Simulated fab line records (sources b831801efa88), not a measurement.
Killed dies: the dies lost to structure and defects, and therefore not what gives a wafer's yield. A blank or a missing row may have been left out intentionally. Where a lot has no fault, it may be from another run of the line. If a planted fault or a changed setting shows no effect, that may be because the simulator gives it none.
Struck lot and sound lot, side by side + flow sky130 + 20 steps out of a route of 708
Sound: these wafers, L865.2, L865.4, L865.6. Wafers struck: L856.1, L856.3, L856.6. The cause comes at the end.
At each step with rows: each side's tool, then ch and its chambers, then its first start. Under that, the readings that differ: sound wafers + struck wafers + difference of the means + sigmas: that difference in standard deviations of wafers without a fault.
alike: words and numbers the same on both sides, and readings whose means are apart by under 2 such deviations; not compared: readings that were withheld, readings missing a value for some wafer, numbers with overlapping values and no deviation given by the record, and bounds like >300 which may hide the same value.
The two part at a step that has a row with sigmas, a row that says differs or no value, or rows on one side only. Non-overlapping numbers with no deviation appear without sigmas and do not part them. A reading that every wafer of one side lacks parts them only if that side has two wafers or more.

first, 8 steps without rows for these wafers: SKY_RES_XHIGH_DEHYDRATE_00 (time 60 s); SKY_RES_XHIGH_HMDS_01 (prime time 60 s); SKY_RES_XHIGH_COAT_02 (resist thk 1140 nm); SKY_RES_XHIGH_SOFTBAKE_03 (time 60 s); SKY_RES_XHIGH_EXPOSE_04 (exposes mask URPM, target cd 1270 nm); SKY_RES_XHIGH_PEB_05; SKY_RES_XHIGH_DEVELOP_06 (develop time 60 s); SKY_RES_XHIGH_IMPLANT_07.
SKY_RES_XHIGH_STRIP_08: strips in O2/N2.
  sound on plasma_asher-03 ch 0,1, day 32 13:05; struck on plasma_asher-03 ch 0,1, day 30 10:02
  alike: drypump_motor_current_A, n2_flow_sccm, oes_product_au, strip_time_to_endpoint_s
  not compared: rf_hours_counter_h
SKY_RES_XHIGH_TW_MEAS_09:
  struck on film_metro-01, day 30 10:08; sound on film_metro-02, day 32 13:11
  alike: RES_XHIGH_TW
then, 2 steps without rows for these wafers: SKY_SD_N_DEHYDRATE_00 (time 60 s); SKY_SD_N_HMDS_01 (prime time 60 s).
SKY_SD_N_COAT_02: resist thk 1140 nm.
  sound on litho_track-04 ch 0, day 33 00:52; struck on litho_track-04, day 30 23:38
  no value came back on the struck wafers for chill_plate_temp_C (C), dispense_pressure_kPa (kPa); on the sound wafers chill_plate_temp_C (C) reads 22.91 22.85 22.91
then, 4 steps without rows for these wafers: SKY_SD_N_SOFTBAKE_03 (time 60 s); SKY_SD_N_EXPOSE_04 (exposes mask NSDM, target cd 380 nm); SKY_SD_N_PEB_05; SKY_SD_N_DEVELOP_06 (develop time 60 s).
SKY_SD_N_CD_MEAS_07: the cd target is 380 nm.
  struck on cd_sem-02, day 31 12:53; sound on cd_sem-01, day 33 15:18
| reading    | sound             | struck | difference                    | sigmas |
|------------|-------------------|--------|-------------------------------|--------|
| cd_nm (nm) | 382.3 382.3 380.0 | - - -  | no value on the struck wafers |        |
SKY_SD_N_OVL_MEAS_08:
  struck on overlay-02, day 31 13:00; sound on overlay-02, day 33 15:25
| reading       | sound       | struck | difference                    | sigmas |
|---------------|-------------|--------|-------------------------------|--------|
| SD_N_OVL (nm) | 0.8 0.0 0.8 | - - -  | no value on the struck wafers |        |
-- a jump in the record: the struck wafers' starts before and after are 17 days apart (it breaks off in module SD_N and resumes in module PAD_OPEN, where the first step shown is number 708 of the route) --
SKY_PAD_OPEN_PROBE_99:
  struck on prober-01, day 48 11:13; sound on prober-01, day 49 18:05
| reading             | sound    | struck      | difference | sigmas |
|---------------------|----------|-------------|------------|--------|
| killed_at_front_end | 6 7 12   | 428 425 405 | +411       | +91    |
| killed_dies         | 78 89 76 | 492 492 492 | +411       | +47    |
| killed_on_rim       | 15 13 14 | 96 96 96    | +82        | +22    |
  alike: killed_at_M0_to_M3, killed_at_M4_up, killed_at_contacts, killed_at_other, killed_open, killed_short

## WHERE THEY PART
Earliest at SKY_SD_N_COAT_02; latest, in this record, at SKY_PAD_OPEN_PROBE_99.

WHY: what had been put in by the simulator
Step skipped in full: litho_track-04, at SKY_SD_N_COAT_02, from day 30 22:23 onward. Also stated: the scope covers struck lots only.
